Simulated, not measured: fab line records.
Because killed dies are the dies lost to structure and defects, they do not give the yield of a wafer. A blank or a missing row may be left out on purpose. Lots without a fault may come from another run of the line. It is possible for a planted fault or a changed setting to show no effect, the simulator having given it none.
fab line records    flow sky130
[record] lots = 6  wafers = 18  last_day = 50
route steps=708 shown PWDE@52 NWELL@56 PAD_OPEN@708
lots that met no fault: taken from a fault-free run of the same line
start_h: start of the lot's first displayed wafer, in hours after the record's first day    wait_h: hours elapsed since this lot's preceding step    " the same as in the row above    L1.1+2: a single row standing in for several wafers    - no value present, or no start provided    * or withheld: withheld    < > ~ a bound
route shown NAME@n: names a module that has steps shown in the file, with the first one's number in the route    usual: mean/standard deviation taken from wafers without a fault    same: alike in all rows    chamber/n: place in a boat    sites: each site's reading    _std_site: the standard deviation of these    _edge_site: mean of outer sites minus mean of inner sites    radius_mm: for every site, how far away it sits from the centre of the wafer    mask NAME#n: copy n    behind: the last tool/chamber to shape the wafer    hold: cause of the lot's hold/its duration in hours/its outcome    device: whichever transistor did not switch (one of n, p or np)    end of line: the tests these same wafers got at the end of their route    a step without rows: its recipe alone    killed: count of dies lost to structure and defects at first sort (not the wafer's yield)    map: a wafer's dies, x killed, . not, _ none there
set.NAME: the setting that was run; set.NAME@STEP: the one run at that earlier step    model.NAME: the simulator's own value behind a step, which no gauge read
lots seen at some steps along the route; tables by step, rows by wafer
services: when a tool's chamber went out of use (start_h, in hours from the record's first day, below 0 if earlier), for how many hours, and the reason
[[steps]]
[step SKY_PWDE_OVL_MEAS_07]
[usual] PWDE_OVL = 0.9/1.4
lot.wafer  tool        chamber  start_h  wait_h  PWDE_OVL[nm]
L630.1     overlay-01  -        79.71    -       -0.7
L630.4     "           -        "        "       0.4
L630.5     "           -        "        "       0.3
L635.3     overlay-01  -        101.82   -       2.4
L635.5     "           -        "        "       0.4
L635.6     "           -        "        "       0.6
L638.2     overlay-01  -        118.98   -       1.8
L638.3     "           -        "        "       0.8
L638.5     "           -        "        "       0.7
L639.3     overlay-02  -        124.22   -       2.8
L639.5     "           -        "        "       2.1
L639.6     "           -        "        "       1.1
L649.1     overlay-01  -        179.46   -       0.6
L649.2     "           -        "        "       2.0
L649.3     "           -        "        "       1.0
L652.2     overlay-02  -        205.58   -       -0.1
L652.4     "           -        "        "       -1.3
L652.5     "           -        "        "       -0.1
[step SKY_PWDE_IMPLANT_08]
[recipe] species = B  energy_kev = 150  dose_cm2 = 3.6e+12  tilt_deg = withheld
[step SKY_PWDE_STRIP_09]
[recipe] chemistry = O2/N2  power_w = 1400  pressure_mtorr = 1500  platen_temp_c = withheld  o2_flow_sccm = 3000  n2_flow_sccm = 300  overash_fraction = 0.5
[usual] drypump_motor_current_A = 5.9/0.54  oes_product_au = 0.723/0.0045  strip_time_to_endpoint_s = 36.92/0.11
[same] overash_fraction = 0.5
lot.wafer  tool             chamber  start_h  wait_h  drypump_motor_current_A  oes_product_au  rf_hours_counter_h  strip_time_to_endpoint_s
L630.1     plasma_asher-04  1        79.89    0.1     5.8                      0.723           39                  36.91
L630.4     "                0        "        "       6.6                      0.717           -                   36.85
L630.5     "                1        "        "       5.8                      0.722           -                   36.96
L635.3     plasma_asher-02  1        102.03   0.1     6.0                      0.727           -                   36.90
L635.5     "                1        "        "       6.0                      0.730           -                   36.77
L635.6     "                0        "        "       5.0                      0.724           -                   36.90
L638.2     plasma_asher-03  1        119.16   0.1     6.2                      0.729           43                  36.87
L638.3     "                0        "        "       6.0                      0.722           -                   36.79
L638.5     "                1        "        "       6.2                      0.724           -                   36.79
L639.3     plasma_asher-03  1        124.42   0.1     6.2                      0.715           -                   37.00
L639.5     "                1        "        "       6.2                      0.717           -                   37.02
L639.6     "                0        "        "       5.9                      0.723           -                   36.86
L649.1     plasma_asher-02  1        179.64   0.1     6.0                      0.725           36                  37.08
L649.2     "                0        "        "       5.0                      0.722           36                  37.14
L649.3     "                1        "        "       6.1                      0.723           -                   37.07
L652.2     plasma_asher-04  0        205.76   0.1     6.6                      0.722           52                  37.00
L652.4     "                0        "        "       6.6                      0.721           -                   37.04
L652.5     "                0        "        "       6.6                      0.721           -                   36.96
[step SKY_PWDE_TW_MEAS_10]
[usual] PWDE_TW = 376/4
lot.wafer  tool           chamber  start_h  wait_h  PWDE_TW
L630.1     film_metro-03  -        79.99    0.1     377
L630.4     "              -        "        "       376
L630.5     "              -        "        "       376
L635.3     film_metro-04  -        102.14   0.1     378
L635.5     "              -        "        "       379
L635.6     "              -        "        "       379
L638.2     film_metro-04  -        119.27   0.1     378
L638.3     "              -        "        "       378
L638.5     "              -        "        "       379
L639.3     film_metro-02  -        124.51   0.1     370
L639.5     "              -        "        "       369
L639.6     "              -        "        "       371
L649.1     film_metro-02  -        179.74   0.1     370
L649.2     "              -        "        "       369
L649.3     "              -        "        "       369
L652.2     film_metro-03  -        205.87   0.1     377
L652.4     "              -        "        "       375
L652.5     "              -        "        "       376
[step SKY_NWELL_DEHYDRATE_03]
[recipe] temp_c = 200  time_s = 60
[step SKY_NWELL_HMDS_04]
[recipe] prime_time_s = 60  prime_temp_c = 120
[step SKY_NWELL_COAT_05]
[recipe] spin_rpm = 2000  resist_thk_nm = 3000
[step SKY_NWELL_SOFTBAKE_06]
[recipe] temp_c = 110  time_s = withheld
[step SKY_NWELL_EXPOSE_07]
[recipe] mask_id = NWM  na = 0.6  source_shape = conventional  sigma_outer = 0.6  polarization = unpolarized  target_cd_nm = 840  dose_mj = 255
[step SKY_NWELL_PEB_08]
[recipe] temp_c = 115  time_s = withheld
[step SKY_NWELL_DEVELOP_09]
[recipe] wall_angle_deg = 90  developer = TMAH  develop_time_s = 60  dev_temp_c = 23
[step SKY_NWELL_OVL_MEAS_10]
[usual] NWELL_00_OVL = -0.6/1.4
lot.wafer  tool        chamber  start_h  wait_h  NWELL_00_OVL[nm]
L630.1     overlay-02  -        96.22    -       1.6
L630.4     "           -        "        "       0.9
L630.5     "           -        "        "       0.8
L635.3     overlay-02  -        120.29   -       -0.9
L635.5     "           -        "        "       -1.7
L635.6     "           -        "        "       -2.1
L638.2     overlay-01  -        138.08   -       -3.0
L638.3     "           -        "        "       -0.1
L638.5     "           -        "        "       -3.3
L639.3     overlay-02  -        143.24   -       -2.3
L639.5     "           -        "        "       -2.3
L639.6     "           -        "        "       -0.8
L649.1     overlay-01  -        201.02   -       0.6
L649.2     "           -        "        "       -2.5
L649.3     "           -        "        "       -1.8
L652.2     overlay-02  -        228.48   -       0.5
L652.4     "           -        "        "       -1.1
L652.5     "           -        "        "       -1.8
[step SKY_NWELL_IMPLANT_11]
[recipe] species = P  energy_kev = 400  dose_cm2 = 1.9e+13  tilt_deg = withheld
[usual] dose_ions_cm2 = 1.9002e+13/2.3e+10
lot.wafer  tool          chamber  start_h  wait_h  dose_ions_cm2
L630.1     implanter-02  0        96.26    0.0     1.8955e+13
L630.4     "             0        "        "       1.899e+13
L630.5     "             0        "        "       1.8981e+13
L635.3     implanter-01  0        120.36   0.1     1.9008e+13
L635.5     "             0        "        "       1.9021e+13
L635.6     "             0        "        "       1.9006e+13
L638.2     implanter-01  0        138.14   0.0     1.8174e+13
L638.3     "             0        "        "       1.8129e+13
L638.5     "             0        "        "       1.8171e+13
L639.3     implanter-01  0        143.31   0.1     1.8218e+13
L639.5     "             0        "        "       1.8223e+13
L639.6     "             0        "        "       1.8208e+13
L649.1     implanter-02  0        201.06   0.0     1.8994e+13
L649.2     "             0        "        "       1.9018e+13
L649.3     "             0        "        "       1.899e+13
L652.2     implanter-01  0        228.54   0.0     1.9008e+13
L652.4     "             0        "        "       1.8989e+13
L652.5     "             0        "        "       1.9006e+13
[step SKY_NWELL_IMPLANT_12]
[recipe] species = P  energy_kev = 120  dose_cm2 = 1.3e+12  tilt_deg = withheld
[step SKY_NWELL_IMPLANT_13]
[recipe] species = P  energy_kev = 50  dose_cm2 = 7e+11  tilt_deg = withheld
[step SKY_NWELL_STRIP_14]
[recipe] chemistry = O2/N2  power_w = 1400  pressure_mtorr = 1500  platen_temp_c = withheld  o2_flow_sccm = 3000  n2_flow_sccm = 300  overash_fraction = 0.5
[usual] drypump_motor_current_A = 6.2/0.35  oes_product_au = 0.723/0.0041  strip_time_to_endpoint_s = 36.90/0.12
[same] overash_fraction = 0.5
lot.wafer  tool             chamber  start_h  wait_h  drypump_motor_current_A  oes_product_au  rf_hours_counter_h  strip_time_to_endpoint_s
L630.1     plasma_asher-01  0        96.71    0.1     6.6                      0.711           41                  36.96
L630.4     "                1        "        "       5.8                      0.733           -                   36.87
L630.5     "                1        "        "       5.8                      0.722           -                   36.89
L635.3     plasma_asher-04  1        120.79   0.1     5.8                      0.725           -                   36.94
L635.5     "                1        "        "       5.8                      0.716           -                   36.97
L635.6     "                0        "        "       6.6                      0.725           -                   36.92
L638.2     plasma_asher-03  0        138.56   0.1     5.9                      0.724           45                  36.76
L638.3     "                1        "        "       6.2                      0.729           -                   36.80
L638.5     "                1        "        "       6.2                      0.725           -                   36.74
L639.3     plasma_asher-01  0        143.75   0.1     6.7                      0.731           -                   37.01
L639.5     "                1        "        "       5.8                      0.723           -                   37.02
L639.6     "                0        "        "       6.6                      0.721           -                   36.97
L649.1     plasma_asher-04  0        201.51   0.1     6.6                      0.724           52                  36.75
L649.2     "                1        "        "       5.8                      0.725           52                  36.79
L649.3     "                0        "        "       6.6                      0.719           -                   36.78
L652.2     plasma_asher-03  0        228.96   0.1     5.9                      0.714           52                  36.86
L652.4     "                1        "        "       6.2                      0.728           -                   36.87
L652.5     "                1        "        "       6.2                      0.725           -                   36.91
[step SKY_NWELL_TW_MEAS_15]
[usual] NWELL_TW = 1830/22
lot.wafer  tool           chamber  start_h  wait_h  NWELL_TW
L630.1     film_metro-02  -        96.81    0.1     1796
L630.4     "              -        "        "       1786
L630.5     "              -        "        "       1787
L635.3     film_metro-04  -        120.88   0.1     1847
L635.5     "              -        "        "       1847
L635.6     "              -        "        "       1852
L638.2     film_metro-03  -        138.67   0.1     1803
L638.3     "              -        "        "       1807
L638.5     "              -        "        "       1812
L639.3     film_metro-03  -        143.83   0.1     1802
L639.5     "              -        "        "       1798
L639.6     "              -        "        "       1794
L649.1     film_metro-04  -        201.61   0.1     1842
L649.2     "              -        "        "       1835
L649.3     "              -        "        "       1846
L652.2     film_metro-03  -        229.07   0.1     1842
L652.4     "              -        "        "       1846
L652.5     "              -        "        "       1858
[step SKY_NWELL_DEHYDRATE_16]
[recipe] temp_c = 200  time_s = 60
[step SKY_NWELL_HMDS_17]
[recipe] prime_time_s = 60  prime_temp_c = 120
[step SKY_NWELL_COAT_18]
[recipe] spin_rpm = 2000  resist_thk_nm = 3000
[step SKY_NWELL_SOFTBAKE_19]
[recipe] temp_c = 110  time_s = withheld
[step SKY_NWELL_EXPOSE_20]
[recipe] mask_id = NWM_COMPLEMENT  na = 0.6  source_shape = conventional  sigma_outer = 0.6  polarization = unpolarized  target_cd_nm = 840  dose_mj = 260
[step SKY_NWELL_PEB_21]
[recipe] temp_c = 115  time_s = withheld
[step SKY_NWELL_DEVELOP_22]
[recipe] wall_angle_deg = 90  developer = TMAH  develop_time_s = 60  dev_temp_c = 23
[step SKY_NWELL_OVL_MEAS_23]
[usual] NWELL_01_OVL = 0.9/1.4
lot.wafer  tool        chamber  start_h  wait_h  NWELL_01_OVL[nm]
L630.1     overlay-02  -        114.72   -       0.3
L630.4     "           -        "        "       0.1
L630.5     "           -        "        "       1.8
L635.3     overlay-01  -        139.99   -       0.3
L635.5     "           -        "        "       0.0
L635.6     "           -        "        "       -0.4
L638.2     overlay-01  -        158.38   -       1.1
L638.3     "           -        "        "       1.1
L638.5     "           -        "        "       3.1
L639.3     overlay-02  -        162.40   -       -1.9
L639.5     "           -        "        "       -0.4
L639.6     "           -        "        "       0.4
L649.1     overlay-02  -        224.08   -       4.3
L649.2     "           -        "        "       3.3
L649.3     "           -        "        "       2.6
L652.2     overlay-02  -        252.53   -       0.3
L652.4     "           -        "        "       1.6
L652.5     "           -        "        "       0.8
[step SKY_NWELL_IMPLANT_24]
[recipe] species = B  energy_kev = 140  dose_cm2 = 9.2e+12  tilt_deg = withheld
[step SKY_NWELL_STRIP_25]
[recipe] chemistry = O2/N2  power_w = 1400  pressure_mtorr = 1500  platen_temp_c = withheld  o2_flow_sccm = 3000  n2_flow_sccm = 300  overash_fraction = 0.5
[usual] drypump_motor_current_A = 6.2/0.36  oes_product_au = 0.722/0.0043  strip_time_to_endpoint_s = 36.88/0.11
[same] overash_fraction = 0.5
lot.wafer  tool             chamber  start_h  wait_h  drypump_motor_current_A  oes_product_au  rf_hours_counter_h  strip_time_to_endpoint_s
L630.1     plasma_asher-03  1        114.91   0.1     6.2                      0.719           42                  36.98
L630.4     "                1        "        "       6.2                      0.729           -                   36.91
L630.5     "                0        "        "       5.9                      0.720           -                   36.84
L635.3     plasma_asher-04  1        140.22   0.1     5.8                      0.729           -                   36.84
L635.5     "                0        "        "       6.6                      0.725           -                   36.82
L635.6     "                1        "        "       5.8                      0.722           -                   36.91
L638.2     plasma_asher-04  1        158.56   0.1     5.8                      0.729           47                  36.92
L638.3     "                0        "        "       6.6                      0.724           -                   36.88
L638.5     "                0        "        "       6.6                      0.720           -                   36.98
L639.3     plasma_asher-04  0        162.61   0.1     6.6                      0.720           -                   36.82
L639.5     "                0        "        "       6.6                      0.727           -                   36.74
L639.6     "                1        "        "       5.8                      0.726           -                   36.84
L649.1     plasma_asher-01  1        224.26   0.1     5.8                      0.729           11                  36.78
L649.2     "                0        "        "       6.6                      0.718           11                  36.84
L649.3     "                0        "        "       6.6                      0.725           -                   36.74
L652.2     plasma_asher-03  1        252.71   0.1     6.2                      0.718           54                  36.77
L652.4     "                0        "        "       5.9                      0.725           -                   36.76
L652.5     "                1        "        "       6.2                      0.714           -                   36.78
[step SKY_NWELL_TW_MEAS_26]
[usual] NWELL_2_TW = 498/6
lot.wafer  tool           chamber  start_h  wait_h  NWELL_2_TW
L630.1     film_metro-04  -        115.01   0.1     503
L630.4     "              -        "        "       503
L630.5     "              -        "        "       502
L635.3     film_metro-03  -        140.31   0.1     499
L635.5     "              -        "        "       502
L635.6     "              -        "        "       497
L638.2     film_metro-04  -        158.67   0.1     505
L638.3     "              -        "        "       506
L638.5     "              -        "        "       505
L639.3     film_metro-02  -        162.70   0.1     489
L639.5     "              -        "        "       491
L639.6     "              -        "        "       489
L649.1     film_metro-04  -        224.36   0.1     508
L649.2     "              -        "        "       504
L649.3     "              -        "        "       507
L652.2     film_metro-03  -        252.82   0.1     501
L652.4     "              -        "        "       504
L652.5     "              -        "        "       502
[step SKY_NWELL_CLEAN_27]
[recipe] chemistry = SC1/SC2  mix = 1:4:20  temp_c = 70  time_s = 150  dry = n2_spin
[step SKY_NWELL_RTA_28]
[recipe] temp_c = 1050  time_s = 30  idle_temp_c = 650  ramp_up_c_per_s = 150  ramp_down_c_per_s = 90  ambient = N2
[usual] chamber_o2_ppm = 2.004/0.023  lamp_power_pct = 25.31/0.053  wafer_temp_C_max = 1054.9/0.99
lot.wafer  tool           chamber  start_h  wait_h  chamber_o2_ppm  lamp_power_pct  wafer_temp_C_max
L630.1     rtp_anneal-01  0        115.13   0.0     1.960           25.23           1055.5
L630.4     "              0        "        "       2.002           25.24           1054.4
L630.5     "              0        "        "       1.993           25.36           1055.1
L635.3     rtp_anneal-01  0        140.43   0.0     2.001           25.32           1054.1
L635.5     "              0        "        "       2.008           25.27           1054.1
L635.6     "              0        "        "       2.023           25.43           1053.5
L638.2     rtp_anneal-02  0        158.79   0.0     1.983           25.36           1053.7
L638.3     "              0        "        "       2.004           25.31           1054.1
L638.5     "              0        "        "       1.973           25.34           1053.9
L639.3     rtp_anneal-01  0        162.82   0.0     2.051           25.30           1055.5
L639.5     "              0        "        "       2.006           25.35           1054.8
L639.6     "              0        "        "       2.030           25.32           1054.9
L649.1     rtp_anneal-02  0        224.47   0.0     2.011           25.29           1055.0
L649.2     "              0        "        "       1.977           25.30           1056.2
L649.3     "              0        "        "       1.957           25.37           1055.6
L652.2     rtp_anneal-02  0        252.94   0.0     2.019           25.25           1056.7
L652.4     "              0        "        "       2.019           25.37           1054.6
L652.5     "              0        "        "       2.030           25.31           1054.7
[step SKY_NWELL_RS_MEAS_29]
[recipe] thk_meas_gauge = four-point-probe
[usual] NWELL_RS = 624.6/1.6
lot.wafer  tool           chamber  start_h  wait_h  NWELL_RS[ohm/sq]
L630.1     film_metro-03  -        115.23   0.1     627.0
L630.4     "              -        "        "       625.8
L630.5     "              -        "        "       625.4
L635.3     film_metro-04  -        140.54   0.1     622.2
L635.5     "              -        "        "       621.1
L635.6     "              -        "        "       621.8
L638.2     film_metro-03  -        158.89   0.1     639.4
L638.3     "              -        "        "       639.2
L638.5     "              -        "        "       638.9
L639.3     film_metro-03  -        162.93   0.1     640.9
L639.5     "              -        "        "       638.7
L639.6     "              -        "        "       641.0
L649.1     film_metro-03  -        224.57   0.1     626.5
L649.2     "              -        "        "       625.6
L649.3     "              -        "        "       625.8
L652.2     film_metro-04  -        253.04   0.1     624.0
L652.4     "              -        "        "       624.5
L652.5     "              -        "        "       624.8
[step SKY_PAD_OPEN_PROBE_99]
[usual] killed_at_M0_to_M3 = 44/7.4  killed_at_M4_up = 3.0/1.8  killed_at_contacts = 24/5.1  killed_at_front_end = 15/4.3  killed_at_other = 0.3/0.54  killed_dies = 86/9.9  killed_open = 47/7.1  killed_short = 38/6.7
[same] gross_dies = 492  killed_at_back_side = 0
lot.wafer  tool       chamber  start_h  wait_h  killed_at_M0_to_M3  killed_at_M4_up  killed_at_contacts  killed_at_front_end  killed_at_other  killed_dies  killed_open  killed_short
L630.1     prober-02  -        1094.17  0.1     48                  3                20                  17                   0                88           46           42
L630.4     prober-02  -        1094.32  0.2     33                  1                27                  11                   0                72           37           35
L630.5     prober-02  -        1094.37  0.2     51                  1                39                  12                   0                103          59           44
L635.3     prober-01  -        1118.70  0.2     44                  0                22                  8                    0                74           47           27
L635.5     prober-01  -        1118.80  0.2     39                  2                23                  15                   2                81           44           37
L635.6     prober-01  -        1118.85  0.2     42                  2                23                  8                    1                76           46           30
L638.2     prober-01  -        1144.03  0.1     51                  3                32                  17                   0                103          68           35
L638.3     prober-01  -        1144.08  0.2     47                  4                28                  9                    0                88           51           37
L638.5     prober-01  -        1144.18  0.2     58                  3                21                  16                   0                98           56           42
L639.3     prober-02  -        1145.85  0.2     49                  3                28                  19                   0                99           57           42
L639.5     prober-02  -        1145.95  0.2     46                  3                24                  10                   0                83           43           40
L639.6     prober-02  -        1146.00  0.2     33                  3                37                  11                   0                84           54           30
L649.1     prober-02  -        1192.72  0.1     43                  0                22                  8                    0                73           48           25
L649.2     prober-02  -        1192.77  0.1     45                  2                30                  15                   0                92           54           38
L649.3     prober-02  -        1192.82  0.2     42                  4                24                  10                   0                80           35           45
// killed by level:class
L630.1 LI_CONTACT:geometric_particle:open=8 VIA1:geometric_particle:open=8 CONTACT:geometric_particle:open=7 VIA2:geometric_particle:open=6 VIA1:geometric_particle:short=6 METAL2:geometric_particle:short=6 FIELD_ISO:geometric_particle:short=5 VIA2:geometric_particle:short=5
L630.4 CONTACT:geometric_particle:short=12 LI_CONTACT:geometric_particle:open=9 VIA1:geometric_particle:open=6 FIELD_ISO:geometric_particle:short=5 METAL2:geometric_particle:short=5 CONTACT:geometric_particle:open=5 VIA2:geometric_particle:open=5 VIA1:geometric_particle:short=4
L630.5 CONTACT:geometric_particle:open=21 VIA1:geometric_particle:open=9 METAL1:geometric_particle:short=8 VIA2:geometric_particle:open=8 VIA3:geometric_particle:open=7 CONTACT:geometric_particle:short=7 LI_CONTACT:geometric_particle:open=6 VIA1:geometric_particle:short=6
L635.3 VIA3:geometric_particle:open=10 VIA1:geometric_particle:open=9 CONTACT:geometric_particle:open=8 CONTACT:geometric_particle:short=7 VIA1:geometric_particle:short=5 VIA2:geometric_particle:open=5 LI_CONTACT:geometric_particle:open=4 METAL1:geometric_particle:short=4
L635.5 CONTACT:geometric_particle:open=10 LI_CONTACT:geometric_particle:open=10 METAL1:geometric_particle:short=8 VIA1:geometric_particle:open=7 METAL2:geometric_particle:short=6 POLY_GATE:geometric_particle:open=4 VIA2:geometric_particle:short=4 VIA2:geometric_particle:open=4
L635.6 VIA1:geometric_particle:open=10 CONTACT:geometric_particle:open=9 LI_CONTACT:geometric_particle:open=8 VIA2:geometric_particle:open=8 VIA1:geometric_particle:short=5 VIA3:geometric_particle:open=5 VIA3:geometric_particle:short=4 FIELD_ISO:geometric_particle:short=3
L638.2 VIA1:geometric_particle:open=21 CONTACT:geometric_particle:open=14 LI_CONTACT:geometric_particle:open=7 FIELD_ISO:geometric_particle:open=6 METAL1:geometric_particle:short=6 VIA3:geometric_particle:short=5 VIA3:geometric_particle:open=5 POLY_GATE:geometric_particle:open=4
L638.3 CONTACT:geometric_particle:open=10 VIA1:geometric_particle:open=10 METAL2:geometric_particle:short=8 METAL1:geometric_particle:short=6 LI_CONTACT:geometric_particle:open=6 VIA3:geometric_particle:open=6 LOCAL_INTERCONNECT:geometric_particle:short=5 VIA2:geometric_particle:open=4
L638.5 VIA1:geometric_particle:open=14 LI_CONTACT:geometric_particle:open=8 VIA3:geometric_particle:open=7 VIA2:geometric_particle:open=7 METAL2:geometric_particle:short=6 FIELD_ISO:geometric_particle:open=5 CONTACT:geometric_particle:open=5 POLY_GATE:geometric_particle:short=4
L639.3 VIA2:geometric_particle:open=12 VIA1:geometric_particle:open=10 LI_CONTACT:geometric_particle:open=9 POLY_GATE:geometric_particle:short=7 CONTACT:geometric_particle:short=6 POLY_GATE:geometric_particle:open=6 LI_CONTACT:geometric_particle:short=5 CONTACT:geometric_particle:open=5
L639.5 CONTACT:geometric_particle:open=10 CONTACT:geometric_particle:short=8 VIA1:geometric_particle:open=8 VIA2:geometric_particle:open=8 METAL1:geometric_particle:short=7 VIA1:geometric_particle:short=5 VIA3:geometric_particle:open=5 POLY_GATE:geometric_particle:short=4
L639.6 CONTACT:geometric_particle:open=16 LI_CONTACT:geometric_particle:open=9 VIA1:geometric_particle:open=9 LOCAL_INTERCONNECT:geometric_particle:short=6 VIA3:geometric_particle:open=5 VIA1:geometric_particle:short=4 FIELD_ISO:geometric_particle:open=3 CONTACT:geometric_particle:short=3
L649.1 VIA2:geometric_particle:open=11 VIA1:geometric_particle:open=10 LI_CONTACT:geometric_particle:open=8 CONTACT:geometric_particle:open=8 METAL3:geometric_particle:short=5 VIA3:geometric_particle:open=5 METAL2:geometric_particle:short=4 VIA2:geometric_particle:short=4
L649.2 VIA1:geometric_particle:open=13 LI_CONTACT:geometric_particle:open=11 CONTACT:geometric_particle:open=9 CONTACT:geometric_particle:short=8 VIA3:geometric_particle:open=6 METAL1:geometric_particle:short=5 VIA2:geometric_particle:open=5 FIELD_ISO:geometric_particle:short=4
L649.3 METAL1:geometric_particle:short=10 VIA1:geometric_particle:open=9 CONTACT:geometric_particle:open=9 METAL3:geometric_particle:short=6 LI_CONTACT:geometric_particle:short=4 LI_CONTACT:geometric_particle:open=4 VIA1:geometric_particle:short=4 FIELD_ISO:geometric_particle:short=3
[[services]]
tool             chamber  start_h  hours  kind
plasma_asher-01  -        57.41    2.3    repair
implanter-01     -        97.18    10.6   repair
plasma_asher-01  -        108.75   9.0    pm
plasma_asher-01  0        108.75   9.0    vent_cycle
plasma_asher-01  1        108.75   9.0    vent_cycle
rtp_anneal-01    -        117.35   0.9    pm
plasma_asher-01  0        117.75   -      clean
plasma_asher-01  1        117.75   -      clean
rtp_anneal-01    -        118.27   2.6    pm
implanter-02     -        143.18   3.3    pm
plasma_asher-03  -        144.88   0.7    repair
plasma_asher-02  -        155.12   2.2    repair
plasma_asher-03  -        156.42   13.1   repair
implanter-01     -        158.94   7.6    repair
plasma_asher-03  -        168.40   0.4    repair
rtp_anneal-02    -        179.66   4.0    pm
implanter-01     -        183.72   6.3    repair
implanter-02     -        194.94   1.6    repair
plasma_asher-03  -        213.50   2.7    repair
implanter-01     -        251.33   5.2    pm
[[key]]
[first_sign] step = SKY_NWELL_IMPLANT_11  reading = dose_ions_cm2  direction = down  sigmas = 36  usual = *  struck = *
[effect] step = SKY_NWELL_RS_MEAS_29  reading = NWELL_RS  direction = up  sigmas = 9.6  usual = 624.6  struck = 639.7
met_at SKY_NWELL_IMPLANT_11
struck_wafers L638.2,L638.3,L638.5,L639.3,L639.5,L639.6
tester_left_out L638,L639
onset_between 120.36 138.14
[fault] kind = process_parameter_drift  tool = implanter-01  chamber = -  onset_h = 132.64  steps = SKY_NWELL_IMPLANT_11  channel = dose_cm2  offset = *  shape = step  end_h = 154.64  acts_in = *  stated = *
// tester_left_out: of these lots the tester's yield and bins aren't shown, on N5 and GAA mostly nor the transistor test; their killed dies are dies lost to structure and defects alone, not to doping, threshold or leakage, so they don't give the yield
